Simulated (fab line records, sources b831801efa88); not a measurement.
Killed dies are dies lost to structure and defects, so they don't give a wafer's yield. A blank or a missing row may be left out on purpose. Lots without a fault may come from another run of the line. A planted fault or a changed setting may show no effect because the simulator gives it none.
One fault seen from 2 desks | flow sky130 | each desk has only its own numbers; what lay behind them comes last

THE TOOL OWNER'S DESK: plasma_asher-01
The tool's own readings at SKY_LDD_HVP_STRIP_09 (strips in O2/N2): means of the sampled wafers that have a number, for each lot that ran on this tool. A lot is out of limits, marked OUT, if its mean lies more than 4 standard deviations from the usual mean; the brackets give that distance.
Columns: A = drypump_motor_current_A at SKY_LDD_HVP_STRIP_09, usual 5.61 A; B = oes_product_au at SKY_LDD_HVP_STRIP_09, usual 0.408 a.u.; C = strip_time_to_endpoint_s at SKY_LDD_HVP_STRIP_09, usual 4.132 s
lot  | first seen here | A    | B     | C
L467 | day 23 02:19    | 6.04 | 0.410 | 4.123
L469 | day 23 07:30    | 5.85 | 0.407 | 4.124
L470 | day 23 23:45    | 5.86 | 0.407 | 4.156
L473 | day 24 15:09    | 5.71 | 0.413 | 4.136
L475 | day 25 12:10    | 5.70 | 0.406 | 4.145
L483 | day 28 17:37    | 5.68 | 0.411 | 4.144
L484 | day 28 19:15    | 5.89 | 0.407 | 4.116
L486 | day 29 09:36    | 5.86 | 0.412 | 4.133
L487 | day 29 16:33    | 5.90 | 0.404 | 4.140
This desk's finding: nothing out of limits on any of the 9 lots.

THE METROLOGY DESK
What the gauges read, lot by lot, whatever tool the lot ran on: means of the sampled wafers that have a number. A lot is out of limits, marked OUT, if its mean lies more than 4 standard deviations from the usual mean; the brackets give that distance.
Columns: A = CAP2M_TIN_RS at SKY_CAP2M_RS_MEAS_03, usual 6.95 ohm/sq
lot  | first seen here | A
L464 | day 40 00:50    | 7.08
L465 | day 40 04:33    | 6.93
L467 | day 40 23:55    | 6.98
L468 | day 41 00:21    | 6.87
L469 | day 41 04:01    | 6.92
L470 | day 41 16:27    | 7.00
L473 | day 42 06:31    | 6.93
L475 | day 42 18:34    | 6.96
L478 | day 43 16:37    | 6.88
L483 | day 45 09:55    | 6.96
L484 | day 45 10:00    | 6.92
L486 | day 45 20:58    | 6.89
L487 | day 46 03:24    | 6.94
This desk's finding: nothing out of limits on any of the 13 lots.

PUT TOGETHER
The tool owner's desk saw nothing out of limits.
The metrology desk saw nothing out of limits.

WHAT THE SIMULATOR HAD PUT IN
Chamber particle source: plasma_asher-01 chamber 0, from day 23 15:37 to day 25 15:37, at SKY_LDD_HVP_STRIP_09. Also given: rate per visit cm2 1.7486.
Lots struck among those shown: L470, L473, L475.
